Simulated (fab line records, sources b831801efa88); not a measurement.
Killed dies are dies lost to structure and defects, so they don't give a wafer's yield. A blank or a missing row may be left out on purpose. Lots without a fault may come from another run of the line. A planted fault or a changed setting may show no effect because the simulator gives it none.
fab line records | flow sfq_line
record lots=6 wafers=18 last_day=84
route steps=325 shown I4@167 JJ@178 M5@198 M8@325
lots that met no fault: from a run of the same line without faults
start_h: hours from the record's first day to the start of the lot's first wafer shown | wait_h: hours since the lot's step before | " the same as in the row above | L1.1+2: a row that stands for several wafers | - no value, or no start given | * or withheld: withheld | < > ~ a bound
route shown NAME@n: a module of which the file shows steps, and the number in the route of the first | usual: mean/standard deviation of fault-free wafers | same: alike in all rows | chamber/n: place in a boat | sites: the reading at each site | _std_site: their standard deviation | _edge_site: outer sites' mean less inner sites' | radius_mm: how far each site lies from the wafer's centre | mask NAME#n: copy n | behind: the tool/chamber that last shaped the wafer | hold: why the lot was held/for how many hours/how that ended | device: the transistor (n, p or np) that didn't switch | end of line: the same wafers' tests at the end of the route | a step without rows: its recipe alone | killed: dies lost to structure and defects at the first sort, not the wafer's yield | map: a wafer's dies, x killed, . not, _ none there
set.NAME: the setting as run; set.NAME@STEP: as run at that earlier step | model.NAME: the simulator's own value behind a step, which no gauge read
lots at some steps of the route; a table a step, a row a wafer
services: from which hour (start_h, from the record's first day; less than 0 if before it) a tool's chamber was out of use, for how many hours, and why
## steps
# step SFQ_TRILAYER_I4_VIA_LITHO_COAT_108
# recipe resist=BARC spin_rpm=3000 resist_thk_nm=62
# step SFQ_TRILAYER_I4_VIA_LITHO_COAT_103
# recipe resist=KrF spin_rpm=3000 resist_thk_nm=650
# step SFQ_TRILAYER_I4_VIA_LITHO_SOFTBAKE_107
# recipe temp_c=withheld time_s=withheld resist=KrF
# step SFQ_TRILAYER_I4_VIA_LITHO_EXPOSE_104
# recipe mask_id=I4 na=0.6 source_shape=conventional sigma_outer=0.65 target_cd_nm=700 dose_mj=21.3
# step SFQ_TRILAYER_I4_VIA_LITHO_PEB_106
# recipe peb_temp_c=115 peb_time_s=60 resist=KrF
# step SFQ_TRILAYER_I4_VIA_LITHO_DEVELOP_105
# recipe time_s=60 resist=KrF
# step SFQ_I4_OVL_MEAS_928
# usual I4_OVL=-2/5.3
# columns lot.wafer tool chamber start_h wait_h I4_OVL[nm]
L828.4 overlay-01 - 1111.90 0.1 -2
L828.5 " - " " -6
L828.6 " - " " 0
L830.3 overlay-02 - 1119.09 0.1 -5
L830.5 " - " " -11
L830.6 " - " " -4
L836.2 overlay-01 - 1148.79 0.1 4
L836.5 " - " " 5
L836.6 " - " " 7
L837.4 overlay-01 - 1156.00 0.1 -7
L837.5 " - " " -8
L837.6 " - " " -7
L842.1 overlay-02 - 1191.98 0.1 -9
L842.2 " - " " -4
L842.5 " - " " 0
L843.1 overlay-01 - 1194.38 0.1 -4
L843.3 " - " " 2
L843.5 " - " " 0
# step SFQ_TRILAYER_I4_VIA_BARC_OPEN_VIA_ETCH_146
# recipe mask_material=PR chemistry=O2 target_depth_nm=125 target=BARC source_w=500 bias_w=80 pressure_mtorr=30 time_s=41.7
# step SFQ_TRILAYER_I4_VIA_ETCH_VIA_ETCH_106
# recipe target=SiO2 stop_on=Nb mask_material=PR taper_deg=20 chemistry=CHF3 target_depth_nm=260 source_w=500 bias_w=80 pressure_mtorr=30 time_s=withheld
# usual drypump_motor_current_A=5.6/0.4 oes_product_au=0.855/0.0051
# columns lot.wafer tool chamber start_h wait_h drypump_motor_current_A oes_product_au
L828.4 rie_diel-03 3 1111.96 0.0 5.1 0.848
L828.5 " 2 " " 6.1 0.850
L828.6 " 3 " " 5.1 0.859
L830.3 rie_diel-03 2 1119.16 0.0 6.1 0.872
L830.5 " 0 " " 5.8 0.865
L830.6 " 1 " " 4.8 0.858
L836.2 rie_diel-03 1 1148.86 0.0 4.8 0.855
L836.5 " 3 " " 5.1 0.853
L836.6 " 2 " " 6.1 0.854
L837.4 rie_diel-03 3 1156.06 0.0 5.1 0.856
L837.5 " 1 " " 4.9 0.856
L837.6 " 2 " " 6.1 0.860
L842.1 rie_diel-03 2 1192.06 0.0 6.1 0.849
L842.2 " 3 " " 5.1 0.853
L842.5 " 0 " " 5.8 0.847
L843.1 rie_diel-02 1 1194.46 0.0 5.8 0.858
L843.3 " 3 " " 5.7 0.867
L843.5 " 1 " " 5.8 0.855
# step SFQ_TRILAYER_I4_VIA_STRIP_STRIP_107
# recipe gas=O2 power_w=200 platen_temp_c=40 overash_fraction=0.65 chemistry=O2 pressure_mtorr=50
# step SFQ_TRILAYER_I4_VIA_STRIP_SOLV_CLEAN_108
# recipe chemistry=NMP temp_c=70 time_s=600
# step SFQ_TRILAYER_JJ_TRILAYER_DEP_PRE_CLEAN_113
# recipe gas=Ar time_s=22.5 bias_v=250
# step SFQ_TRILAYER_JJ_TRILAYER_DEP_SPUTTER_109
# recipe material=Nb base_pressure_pa=1.33e-06 chamber_pressure_pa=0.1333 substrate_temp_c=20 target_thk_nm=150 power_w=2000 time_s=100
# usual base_pressure_pa=1.33e-06/7.7e-08 throttle_valve_pct=29.4/0.8
# columns lot.wafer tool chamber start_h wait_h base_pressure_pa throttle_valve_pct model.Nb_of_TRILAYER_JJ_TRILAYER_DEP_SPUTTER_109.thk_nm
L828.4 pvd_sputter-05 - 1112.87 0.0 1.27e-06 28.7 149
L828.5 " - " " 1.24e-06 28.8 147.8
L828.6 " - " " 1.23e-06 29.7 148.9
L830.3 pvd_sputter-05 - 1120.07 0.0 1.35e-06 28.7 149.1
L830.5 " - " " 1.31e-06 28.8 149.3
L830.6 " - " " 1.41e-06 28.7 150.6
L836.2 pvd_sputter-05 - 1149.78 0.0 1.27e-06 29.8 127
L836.5 " - " " 1.33e-06 28.8 126.7
L836.6 " - " " 1.27e-06 28.8 126
L837.4 pvd_sputter-05 - 1156.98 0.0 1.55e-06 29.7 125.3
L837.5 " - " " 1.49e-06 28.7 125.7
L837.6 " - " " 1.4e-06 29.7 124.8
L842.1 pvd_sputter-03 - 1192.98 0.0 1.29e-06 29.8 153.2
L842.2 " - " " 1.32e-06 28.9 151.8
L842.5 " - " " 1.22e-06 29.9 153.4
L843.1 pvd_sputter-04 - 1195.38 0.0 1.32e-06 29.9 149.1
L843.3 " - " " 1.3e-06 29.7 145.3
L843.5 " - " " 1.28e-06 30.9 147.6
# step SFQ_TRILAYER_JJ_TRILAYER_DEP_SPUTTER_110
# recipe material=Al base_pressure_pa=1.33e-06 target_thk_nm=8 power_w=500 time_s=10 chamber_pressure_pa=0.4
# step SFQ_TRILAYER_JJ_TRILAYER_DEP_AL_OXIDATION_111
# recipe pressure_mbar=0.014667 oxidation_time_s=600 temperature_k=293
# step SFQ_TRILAYER_JJ_TRILAYER_DEP_SPUTTER_112
# recipe material=Nb base_pressure_pa=1.33e-06 chamber_pressure_pa=0.1333 substrate_temp_c=20 target_thk_nm=170 power_w=2000 time_s=113.3
# step SFQ_JJ_RS_MEAS_929
# recipe thk_meas_gauge=four-point-probe reads=Nb_of_TRILAYER_JJ_TRILAYER_DEP_SPUTTER_112
# usual JJ_NB_RS=1.047/0.013
# columns lot.wafer tool chamber start_h wait_h JJ_NB_RS[ohm/sq]
L828.4 film_metro-03 - 1114.11 0.1 1.049
L828.5 " - " " 1.033
L828.6 " - " " 1.040
L830.3 film_metro-03 - 1121.29 0.1 1.044
L830.5 " - " " 1.037
L830.6 " - " " 1.055
L836.2 film_metro-02 - 1150.97 0.1 1.045
L836.5 " - " " 1.036
L836.6 " - " " 1.042
L837.4 film_metro-02 - 1158.21 0.1 1.032
L837.5 " - " " 1.037
L837.6 " - " " 1.033
L842.1 film_metro-03 - 1196.05 0.0 1.023
L842.2 " - " " 1.069
L842.5 " - " " 1.033
L843.1 film_metro-02 - 1196.55 0.0 1.056
L843.3 " - " " 1.046
L843.5 " - " " 1.050
# step SFQ_TRILAYER_JJ_CE_LITHO_COAT_119
# recipe resist=BARC spin_rpm=3000 resist_thk_nm=62
# step SFQ_TRILAYER_JJ_CE_LITHO_COAT_114
# recipe resist=KrF spin_rpm=3000 resist_thk_nm=600
# step SFQ_TRILAYER_JJ_CE_LITHO_SOFTBAKE_118
# recipe temp_c=withheld time_s=withheld resist=KrF
# step SFQ_TRILAYER_JJ_CE_LITHO_EXPOSE_115
# recipe mask_id=J5 na=0.6 source_shape=conventional sigma_outer=0.65 target_cd_nm=700 dose_mj=14.4
# step SFQ_TRILAYER_JJ_CE_LITHO_PEB_117
# recipe peb_temp_c=115 peb_time_s=60 resist=KrF
# step SFQ_TRILAYER_JJ_CE_LITHO_DEVELOP_116
# recipe time_s=60 resist=KrF
# step SFQ_JJ_OVL_MEAS_931
# usual J5_OVL=0/5.7
# columns lot.wafer tool chamber start_h wait_h J5_OVL[nm]
L828.4 overlay-02 - 1116.62 0.1 -2
L828.5 " - " " 6
L828.6 " - " " -2
L830.3 overlay-02 - 1123.69 0.1 3
L830.5 " - " " 11
L830.6 " - " " 12
L836.2 overlay-01 - 1272.13 0.1 2
L836.5 " - " " 8
L836.6 " - " " 2
L837.4 overlay-01 - 1285.24 0.1 -8
L837.5 " - " " -10
L837.6 " - " " -13
L842.1 overlay-02 - 1318.82 0.1 -2
L842.2 " - " " -1
L842.5 " - " " -3
L843.1 overlay-02 - 1320.02 0.1 3
L843.3 " - " " -2
L843.5 " - " " 2
# step SFQ_TRILAYER_JJ_CE_METRO_MEASURE_117
# usual cd_nm=700.1/1.3
# columns lot.wafer tool chamber start_h wait_h cd_nm
L828.4 cd_sem-02 - 1117.24 0.6 698.4
L828.5 " - " " 699.3
L828.6 " - " " 698.7
L830.3 cd_sem-02 - 1124.11 0.4 700.6
L830.5 " - " " 699.6
L830.6 " - " " 700.4
L836.2 cd_sem-02 - 1272.36 0.2 700.6
L836.5 " - " " 701.5
L836.6 " - " " 700.2
L837.4 cd_sem-01 - 1285.86 0.6 702.4
L837.5 " - " " 701.3
L837.6 " - " " 701.6
L842.1 cd_sem-02 - 1318.86 0.0 698.9
L842.2 " - " " 698.7
L842.5 " - " " 698.4
L843.1 cd_sem-02 - 1320.06 0.0 702.1
L843.3 " - " " 701.3
L843.5 " - " " 701.0
# step SFQ_TRILAYER_JJ_CE_BARC_OPEN_RIE_150
# recipe mask_material=PR chemistry=O2 target_depth_nm=240 target=BARC icp_w=600 bias_w=80 pressure_mtorr=10 time_s=80
# step SFQ_TRILAYER_JJ_CE_ETCH_RIE_118
# recipe target=Nb stop_on=Al2O3 mask_material=PR taper_deg=13.257 over_etch_frac=0.15 time_s=97.7 chemistry=SF6 target_depth_nm=170 icp_w=600 bias_w=80 pressure_mtorr=10
# usual drypump_motor_current_A=6.0/0.42 oes_product_au=0.989/0.0091
# columns lot.wafer tool chamber start_h wait_h drypump_motor_current_A oes_product_au rf_hours_counter_h
L828.4 rie_metal-02 0 1117.96 0.1 5.4 0.986 -
L828.5 " 0 " " 5.4 1.001 -
L828.6 " 1 " " 6.2 1.001 -
L830.3 rie_metal-03 1 1125.04 0.1 6.6 0.984 -
L830.5 " 0 " " 6.2 0.996 -
L830.6 " 1 " " 6.5 0.981 -
L836.2 rie_metal-02 1 1273.45 0.1 6.2 0.994 86
L836.5 " 1 " " 6.2 0.988 -
L836.6 " 0 " " 5.4 0.996 -
L837.4 rie_metal-04 1 1286.59 0.1 5.6 0.992 -
L837.5 " 0 " " 5.7 0.985 -
L837.6 " 1 " " 5.6 0.998 -
L842.1 rie_metal-03 0 1320.15 0.1 6.2 1.003 17
L842.2 " 1 " " 6.6 0.976 104
L842.5 " 1 " " 6.6 0.986 -
L843.1 rie_metal-03 1 1321.35 0.1 6.6 0.981 104
L843.3 " 1 " " 6.5 0.977 -
L843.5 " 0 " " 6.2 0.986 -
# step SFQ_TRILAYER_JJ_ANODIZE_ANODIZE_119
# recipe current_density_ma_cm2=withheld end_current_density_ma_cm2=withheld bath_temp_c=withheld
# step SFQ_TRILAYER_JJ_CE_STRIP_STRIP_120
# recipe gas=O2 power_w=200 platen_temp_c=40 overash_fraction=0.65 chemistry=O2 pressure_mtorr=50
# usual drypump_motor_current_A=6.0/0.42 oes_product_au=1.006/0.012
# columns lot.wafer tool chamber start_h wait_h drypump_motor_current_A oes_product_au rf_hours_counter_h
L828.4 rie_metal-02 0 1118.73 0.2 5.4 1.015 -
L828.5 " 0 " " 5.4 1.012 -
L828.6 " 1 " " 6.2 1.020 -
L830.3 rie_metal-03 0 1125.81 0.2 6.2 1.010 -
L830.5 " 1 " " 6.6 0.999 -
L830.6 " 0 " " 6.2 1.006 -
L836.2 rie_metal-02 1 1274.65 0.0 6.2 1.006 86
L836.5 " 0 " " 5.4 1.019 -
L836.6 " 1 " " 6.2 1.006 -
L837.4 rie_metal-02 1 1287.42 0.3 6.2 1.013 -
L837.5 " 0 " " 5.4 1.021 -
L837.6 " 1 " " 6.2 1.009 -
L842.1 rie_metal-02 0 1320.76 0.0 5.4 1.012 68
L842.2 " 1 " " 6.2 1.005 91
L842.5 " 1 " " 6.2 1.009 -
L843.1 rie_metal-03 1 1321.96 0.0 6.6 0.977 104
L843.3 " 0 " " 6.2 0.996 -
L843.5 " 0 " " 6.2 0.985 -
# step SFQ_TRILAYER_JJ_CE_STRIP_SOLV_CLEAN_121
# recipe chemistry=NMP temp_c=70 time_s=600
# step SFQ_TRILAYER_M5_LITHO_COAT_128
# recipe resist=BARC spin_rpm=3000 resist_thk_nm=62
# step SFQ_TRILAYER_M5_LITHO_COAT_123
# recipe resist=KrF spin_rpm=3000 resist_thk_nm=600
# step SFQ_TRILAYER_M5_LITHO_SOFTBAKE_127
# recipe temp_c=withheld time_s=withheld resist=KrF
# step SFQ_TRILAYER_M5_LITHO_EXPOSE_124
# recipe mask_id=M5 na=0.6 source_shape=conventional sigma_outer=0.65 target_cd_nm=700 dose_mj=14.4
# step SFQ_TRILAYER_M5_LITHO_PEB_126
# recipe peb_temp_c=115 peb_time_s=60 resist=KrF
# step SFQ_TRILAYER_M5_LITHO_DEVELOP_125
# recipe time_s=60 resist=KrF
# step SFQ_M5_OVL_MEAS_932
# usual M5_OVL=-3/7.1
# columns lot.wafer tool chamber start_h wait_h M5_OVL[nm]
L828.4 overlay-02 - 1236.39 0.1 -10
L828.5 " - " " -10
L828.6 " - " " -4
L830.3 overlay-02 - 1243.69 0.1 5
L830.5 " - " " 5
L830.6 " - " " 1
L836.2 overlay-02 - 1400.33 0.1 -4
L836.5 " - " " -1
L836.6 " - " " -11
L837.4 overlay-01 - 1411.15 0.1 10
L837.5 " - " " 9
L837.6 " - " " 12
L842.1 overlay-01 - 1450.75 0.1 -4
L842.2 " - " " -2
L842.5 " - " " 2
L843.1 overlay-01 - 1451.95 0.1 2
L843.3 " - " " 0
L843.5 " - " " 4
# step SFQ_TRILAYER_M5_BARC_OPEN_METAL_ETCH_161
# recipe mask_material=PR chemistry=O2 target_depth_nm=125 target=BARC icp_w=600 bias_w=80 pressure_mtorr=10 time_s=41.7
# usual drypump_motor_current_A=5.8/0.42 oes_product_au=0.685/0.0043
# columns lot.wafer tool chamber start_h wait_h drypump_motor_current_A oes_product_au rf_hours_counter_h
L828.4 rie_metal-03 0 1236.43 0.0 6.2 0.684 -
L828.5 " 1 " " 6.6 0.684 -
L828.6 " 0 " " 6.2 0.678 -
L830.3 rie_metal-01 1 1243.73 0.0 5.3 0.683 -
L830.5 " 1 " " 5.3 0.683 -
L830.6 " 0 " " 5.5 0.689 -
L836.2 rie_metal-03 0 1400.36 0.0 6.2 0.687 29
L836.5 " 1 " " 6.6 0.692 -
L836.6 " 0 " " 6.2 0.683 -
L837.4 rie_metal-01 0 1411.18 0.0 5.6 0.687 -
L837.5 " 1 " " 5.3 0.684 -
L837.6 " 0 " " 5.6 0.682 -
L842.1 rie_metal-01 0 1450.79 0.0 5.6 0.683 20
L842.2 " 1 " " 5.3 0.684 29
L842.5 " 1 " " 5.3 0.680 -
L843.1 rie_metal-04 0 1451.99 0.0 5.7 0.683 19
L843.3 " 0 " " 5.7 0.683 -
L843.5 " 0 " " 5.7 0.683 -
# step SFQ_TRILAYER_M5_ETCH_METAL_ETCH_126
# recipe target=Nb stop_on=SiO2 mask_material=PR over_etch_frac=0.15 time_s=203.2 chemistry=Cl2/BCl3 target_depth_nm=265 icp_w=600 bias_w=80 pressure_mtorr=10
# usual drypump_motor_current_A=5.8/0.42 oes_product_au=0.729/0.0069
# columns lot.wafer tool chamber start_h wait_h drypump_motor_current_A oes_product_au rf_hours_counter_h model.etch.depth_nm model.M5.feature_depth_nm
L828.4 rie_metal-03 0 1236.53 0.1 6.2 0.725 - 149 161.5
L828.5 " 1 " " 6.6 0.722 - 147.8 160
L828.6 " 0 " " 6.2 0.722 - 148.9 161.3
L830.3 rie_metal-01 1 1243.83 0.1 5.3 0.729 - 149.1 161.4
L830.5 " 1 " " 5.3 0.724 - 149.3 161.6
L830.6 " 0 " " 5.6 0.729 - 150.6 163
L836.2 rie_metal-03 0 1400.42 0.0 6.2 0.671 29 127 139.3
L836.5 " 1 " " 6.6 0.675 - 126.7 138.9
L836.6 " 0 " " 6.2 0.675 - 126 138.3
L837.4 rie_metal-01 0 1411.29 0.1 5.6 0.673 - 125.3 137.8
L837.5 " 1 " " 5.3 0.680 - 125.7 137.8
L837.6 " 0 " " 5.6 0.671 - 124.8 137.3
L842.1 rie_metal-01 0 1450.85 0.0 5.6 0.734 20 153.2 165.8
L842.2 " 1 " " 5.3 0.738 29 151.8 163.9
L842.5 " 1 " " 5.3 0.744 - 153.4 165.5
L843.1 rie_metal-04 0 1452.11 0.1 5.7 0.722 19 149.1 160.8
L843.3 " 0 " " 5.7 0.721 - 145.3 157
L843.5 " 0 " " 5.7 0.721 - 147.6 159.3
# step SFQ_TRILAYER_M5_STRIP_STRIP_127
# recipe gas=O2 power_w=200 platen_temp_c=40 overash_fraction=0.65 chemistry=O2 pressure_mtorr=50
# step SFQ_TRILAYER_M5_STRIP_SOLV_CLEAN_128
# recipe chemistry=NMP temp_c=70 time_s=600
# step SFQ_M8_BOW_MEAS_951
# recipe mode=bow
# usual M8_BOW=5/11
# columns lot.wafer tool chamber start_h wait_h M8_BOW[um] model.etest.m5.ohm_um model.etest.i4.link_ohm model.etest.m5.ohm_sq model.etest.i5.link_ohm
L828.4 film_metro-04 - 1826.48 0.1 -2 1.706 2.169 1.196 2.274
L828.5 " - " " -5 1.714 2.2 1.205 2.261
L828.6 " - " " -4 1.702 2.167 1.197 2.261
L830.3 film_metro-04 - 1832.46 0.0 -2 1.717 2.201 1.195 2.256
L830.5 " - " " -4 1.713 2.198 1.194 2.246
L830.6 " - " " -6 1.682 2.165 1.183 2.257
L836.2 film_metro-01 - 1934.81 0.0 2 2.009 2.413 1.403 2.48
L836.5 " - " " -5 2.008 2.429 1.406 2.499
L836.6 " - " " 4 2.025 2.423 1.415 2.509
L837.4 film_metro-04 - 1940.89 0.1 24 2.02 2.404 1.422 2.492
L837.5 " - " " 24 2.022 2.406 1.418 2.477
L837.6 " - " " 21 2.03 2.42 1.428 2.515
L842.1 film_metro-02 - 2019.03 0.0 14 1.656 2.145 1.163 2.279
L842.2 " - " " 7 1.673 2.168 1.174 2.277
L842.5 " - " " 14 1.652 2.132 1.162 2.269
L843.1 film_metro-01 - 2022.63 0.0 12 1.699 2.169 1.196 2.25
L843.3 " - " " 8 1.746 2.2 1.226 2.315
L843.5 " - " " 14 1.714 2.171 1.207 2.275
## services
# columns tool chamber start_h hours kind
cd_sem-02 - 1089.84 1.1 pm
rie_diel-03 - 1091.43 0.8 repair
rie_diel-03 0 1099.35 8.3 repair
rie_diel-03 2 1103.77 7.6 repair
rie_diel-03 3 1106.54 2.4 repair
rie_diel-03 0 1114.30 4.3 repair
rie_metal-02 0 1119.61 12.4 repair
rie_diel-03 - 1135.80 0.3 repair
cd_sem-02 - 1210.28 0.8 pm
rie_metal-03 - 1213.56 0.3 repair
rie_metal-02 - 1220.02 2.8 pm
cd_sem-02 - 1250.46 1.4 pm
cd_sem-02 - 1261.38 0.9 pm
cd_sem-02 - 1273.36 0.7 pm
rie_diel-03 0 1304.18 5.0 repair
rie_diel-03 0 1315.23 6.9 repair
rie_diel-03 1 1321.77 2.4 repair
rie_diel-03 2 1327.40 3.4 repair
rie_metal-03 0 1335.98 4.6 repair
cd_sem-02 - 1381.28 3.2 pm
rie_metal-01 1 1386.96 23.0 repair
cd_sem-02 - 1394.28 0.9 pm
rie_diel-03 0 1400.16 2.2 repair
rie_metal-03 - 1406.32 1.4 pm
## key
first_sign step=SFQ_TRILAYER_M5_ETCH_METAL_ETCH_126 reading=oes_product_au direction=down sigmas=7.9 usual=0.729 struck=0.674
effect none on later readings
model_effect step=SFQ_TRILAYER_JJ_TRILAYER_DEP_SPUTTER_109 value=Nb_of_TRILAYER_JJ_TRILAYER_DEP_SPUTTER_109.thk_nm without=147.4 struck=125.9
model_effect step=SFQ_TRILAYER_M5_ETCH_METAL_ETCH_126 value=etch.depth_nm without=147.4 struck=125.9
model_effect step=SFQ_M8_BOW_MEAS_951 value=etest.m5.ohm_um without=1.725 struck=2.019
met_at SFQ_TRILAYER_JJ_TRILAYER_DEP_SPUTTER_109
struck_wafers L836.2,L836.5,L836.6,L837.4,L837.5,L837.6
onset_between 1120.07 1149.78
fault kind=process_parameter_drift tool=pvd_sputter-05 chamber=- onset_h=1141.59 steps=SFQ_TRILAYER_JJ_TRILAYER_DEP_SPUTTER_109 channel=target_thk_nm offset=-21.466 shape=step end_h=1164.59 acts_in=these_recipes_only stated=150
